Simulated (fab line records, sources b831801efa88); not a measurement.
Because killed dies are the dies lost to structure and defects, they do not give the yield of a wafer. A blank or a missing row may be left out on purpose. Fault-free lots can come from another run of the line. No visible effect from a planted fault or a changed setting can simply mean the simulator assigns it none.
What tool caused it? -- flow sfq line -- 41 wafers from 14 lots sampled at 3 of the route's 325 steps

WHAT EACH GAUGE READ, for each wafer
SFQ_L0_RS_MEAS_901: a four-point-probe measurement. Usual: L0_MONX_KI_RS 43.5 ohm/sq, standard deviation 0.4.
lot,measured,on,L0_MONX_KI_RS (ohm/sq),flag
L349,day 1 12:35,film metro-02,43.1 43.6 43.8,
L350,day 1 17:35,film metro-04,42.9 43.1 43.0,
L351,day 1 22:34,film metro-02,43.8 44.2 43.6,
L352,day 2 03:36,film metro-04,43.6 42.7 43.6,
L353,day 2 08:37,film metro-04,44.0 43.7 44.1,
L356,day 2 23:35,film metro-01,43.9 43.8 43.4,
L357,day 3 04:35,film metro-04,43.7 43.5 43.3,
L364,day 4 15:34,film metro-02,43.3 66.7 43.2 66.8,OFF
L365,day 4 20:35,film metro-01,43.1 43.1 43.1,
L366,day 5 01:34,film metro-04,43.5 67.6 43.4 43.5 67.4 43.5,OFF
L367,day 5 06:34,film metro-01,43.4 42.9 43.3,
L368,day 5 11:35,film metro-02,43.7 43.3 43.8,
L370,day 5 21:35,film metro-01,43.9 43.8 44.0,
L372,day 6 07:35,film metro-04,43.8 44.6 43.6,

SFQ_L0_THK_MEAS_902: measures by xrf. Usual: L0_MONX_KI_THK 40.0 nm, standard deviation 0.41.
lot,measured,on,L0_MONX_KI_THK (nm),flag
L349,day 1 12:41,film metro-02,40.4 40.1 39.7,
L350,day 1 17:41,film metro-04,40.3 40.2 40.5,
L351,day 1 22:41,film metro-02,39.6 39.4 40.1,
L352,day 2 03:42,film metro-04,39.9 40.6 39.7,
L353,day 2 08:43,film metro-04,39.4 39.8 39.2,
L356,day 2 23:41,film metro-01,39.6 39.6 39.9,
L357,day 3 04:41,film metro-04,39.5 39.8 39.9,
L364,day 4 18:46,film metro-02,40.1 26.1 40.1 26.1,OFF
L365,day 4 20:41,film metro-01,40.4 40.4 40.4,
L366,day 5 03:44,film metro-04,40.0 25.7 40.0 39.9 25.9 40.0,OFF
L367,day 5 06:41,film metro-01,40.1 40.8 40.2,
L368,day 5 11:41,film metro-02,39.8 40.2 40.0,
L370,day 5 21:41,film metro-01,39.9 39.8 39.6,
L372,day 6 07:41,film metro-04,39.6 38.9 39.7,

WHAT TOOL EACH LOT RAN ON (gives the tool, then ch and the chambers of the sampled wafers, and finally the start)
lot,SFQ_TRILAYER_L0_DEP_SPUTTER_003
L349,"pvd sputter-04, day 1 12:29"
L350,"pvd sputter-03, day 1 17:29"
L351,"pvd sputter-06, day 1 22:29"
L352,"pvd sputter-03, day 2 03:29"
L353,"pvd sputter-06, day 2 08:29"
L356,"pvd sputter-03, day 2 23:29"
L357,"pvd sputter-03, day 3 04:29"
L364,"pvd sputter-06, day 4 15:29"
L365,"pvd sputter-04, day 4 20:29"
L366,"pvd sputter-06, day 5 01:29"
L367,"pvd sputter-03, day 5 06:29"
L368,"pvd sputter-04, day 5 11:29"
L370,"pvd sputter-03, day 5 21:29"
L372,"pvd sputter-04, day 6 07:29"
- SFQ_TRILAYER_L0_DEP_SPUTTER_003: material MoNx KI, target thk 40 nm, time 100 s.

AS READ BY THE TOOLS THEMSELVES (means over the sampled wafers that have a number; for cases with no such wafer, the mark the record gives instead)
SFQ_TRILAYER_L0_DEP_SPUTTER_003. Usual: 30.1 % for throttle valve pct, sd 1.1.
lot,tool,throttle valve pct (%),flag
L349,pvd sputter-04,30.6,
L350,pvd sputter-03,30.1,
L351,pvd sputter-06,30.2,
L352,pvd sputter-03,29.9,
L353,pvd sputter-06,29.8,
L356,pvd sputter-03,30.4,
L357,pvd sputter-03,30.0,
L364,pvd sputter-06,29.6,
L365,pvd sputter-04,30.4,
L366,pvd sputter-06,29.0,
L367,pvd sputter-03,31.4,
L368,pvd sputter-04,30.6,
L370,pvd sputter-03,29.3,
L372,pvd sputter-04,31.1,

THE ANSWER, worked out from the rows above alone
Rule: a lot is off if the mean of its wafers that have a number lies more than 3 standard deviations from the usual mean. A lot without any number at a reading at which 4 lots or more have one is off too. The other lots that the step has rows for count as sound. Order of review: gauges by route order, followed by the tools' own readings, for which a lot's mean as printed above is used. At the first step where some lot is off, the reading lying furthest off is the one used; lots without a number count as furthest.
Off: L364, L366, seen at SFQ_L0_RS_MEAS_901 (L0_MONX_KI_RS).
A tool fits if, at a process step before that reading, it ran every lot that is off, and no sound lot after the first of them. Those tools and the gauges at SFQ_L0_RS_MEAS_901 are tried in the same way. One fits: pvd sputter-06 at SFQ_TRILAYER_L0_DEP_SPUTTER_003. Its last sound lot is L353 (day 2 08:29), its first lot that is off L364 (day 4 15:29): a fault that began between those two fits.

WHAT THE SIMULATOR HAD INSERTED
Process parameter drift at SFQ_TRILAYER_L0_DEP_SPUTTER_003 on pvd sputter-06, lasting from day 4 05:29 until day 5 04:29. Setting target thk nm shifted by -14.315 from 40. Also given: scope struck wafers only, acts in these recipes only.
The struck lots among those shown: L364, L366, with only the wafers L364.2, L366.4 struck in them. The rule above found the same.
